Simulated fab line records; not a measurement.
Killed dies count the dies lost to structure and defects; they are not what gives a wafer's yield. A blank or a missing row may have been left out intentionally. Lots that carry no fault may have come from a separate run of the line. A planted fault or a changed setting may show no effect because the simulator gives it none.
Problem report, 8D (eight disciplines) form, completed by code -- flow sfqLine -- the parts of the form that need people (team, actions taken, sign-off) are left out

## 1. THE PROBLEM
Across 3 wafers from 2 lots, M0_NB_RS at SFQ_M0_RS_MEAS_904 averages 0.982 ohm/sq, while fault-free wafers read 0.893 ohm/sq with a standard deviation of 0.012. Measured from the usual mean, that is +7.4 standard deviations.
The step: measures by four-point-probe.
Seen first at day 14 00:25 on filmMetro-04, wafer L834.4. Wafers with a number at this step in the record: 18, from 6 lots. Rule for "out" (also "out of limits"): further than 4 standard deviations from the usual mean. The rest of the wafers with a number are treated as sound.

## 2. WHAT IT IS AND WHAT IT IS NOT
question,is,is not
which readings at this step,M0_NB_RS,-
which lots,"L834, L836","L821, L828, L837, L838"
which wafers of those lots,"L834.4, L836.4, L836.5","L834.5, L834.6, L836.6"
read on which gauges,"filmMetro-02, filmMetro-04",filmMetro-03
when,from day 14 00:25,"up to then (8 sound wafers); but 7 sound wafers of L836, L837, L838 came after"

## 3. WHAT RULES OUT EACH SUSPECT
Counting: if a tool at a process step up to the reading ran every lot that is out, it stays a suspect. Sound lots after the first of them don't rule it out here, since some wafers of a struck lot are sound.
- ruled out: the gauge at SFQ_M0_RS_MEAS_904. Those wafers that are out were read across 2 gauges (filmMetro-02, filmMetro-04).
- rieMetal-04 at SFQ_TRILAYER_L0_VIA_STRIP_STRIP_017 (strips in O2): kept. It ran every lot that is out, first L834 (day 13 23:40).
- pvdSputter-03 at SFQ_TRILAYER_M0_DEP_SPUTTER_019 (material Nb, target thk 200 nm, time 133.3 s): kept. Every lot that is out went through it, the first being L834 (day 14 00:16); the last sound lot it ran before that was L828 (day 11 06:10).
What counting leaves: rieMetal-04 at SFQ_TRILAYER_L0_VIA_STRIP_STRIP_017 and pvdSputter-03 at SFQ_TRILAYER_M0_DEP_SPUTTER_019.

## 4. THE CAUSE (what the simulator had put in)
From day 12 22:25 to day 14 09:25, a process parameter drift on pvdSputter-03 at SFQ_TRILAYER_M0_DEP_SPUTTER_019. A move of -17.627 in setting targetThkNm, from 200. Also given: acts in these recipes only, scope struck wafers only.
This tool is one of the 2 suspects left after counting.

## 5. SEQUENCE OF EFFECTS, ordered by route
One row per reading whose mean, taken over the struck wafers that have a number, lies over 3 standard deviations from the usual. Readings are gone through only where the record gives a usual standard deviation; hours: the median, over the lots, of the time from a lot's start at the first step in this table giving one to that lot's start at this step; sigmas: the change measured in usual standard deviations.
hours,step,reading,usual,on struck wafers,change,sigmas
0,SFQ_M0_RS_MEAS_904,M0_NB_RS,0.893 ohm/sq,0.982,+0.089,+7.4
142,SFQ_TRILAYER_M0_ETCH_METAL_ETCH_024,oesProductAu,0.893 a.u.,0.848,-0.045,-5.4
The process steps in it:
- SFQ_TRILAYER_M0_ETCH_METAL_ETCH_024: etches Nb in Cl2/Ar, stops on SiO2, target depth 240 nm, time 120 s.
Later steps that measure or inspect, where all struck wafers having a row at the step show a number for every such reading and not one has moved that far: SFQ_M0_OVL_MEAS_906, SFQ_I0_BOW_MEAS_907, SFQ_I0_OVL_MEAS_908, SFQ_M8_BOW_MEAS_951.

## 6. WHAT WOULD HAVE CAUGHT IT SOONER
Counted from the fault's start at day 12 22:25, it took 26 hours until the first out-of-limits reading at a measuring or inspecting step in this record, taken at day 14 00:25.
An alarm limit of 4 standard deviations would not have fired on the tool readings at SFQ_TRILAYER_M0_DEP_SPUTTER_019 for which the record gives a usual standard deviation, since none of them was out on any struck wafer.
Of the lots that are out (2), L836 began SFQ_TRILAYER_M0_DEP_SPUTTER_019 on pvdSputter-03 after day 14 00:25. A hold on the tool at that time would have spared it.
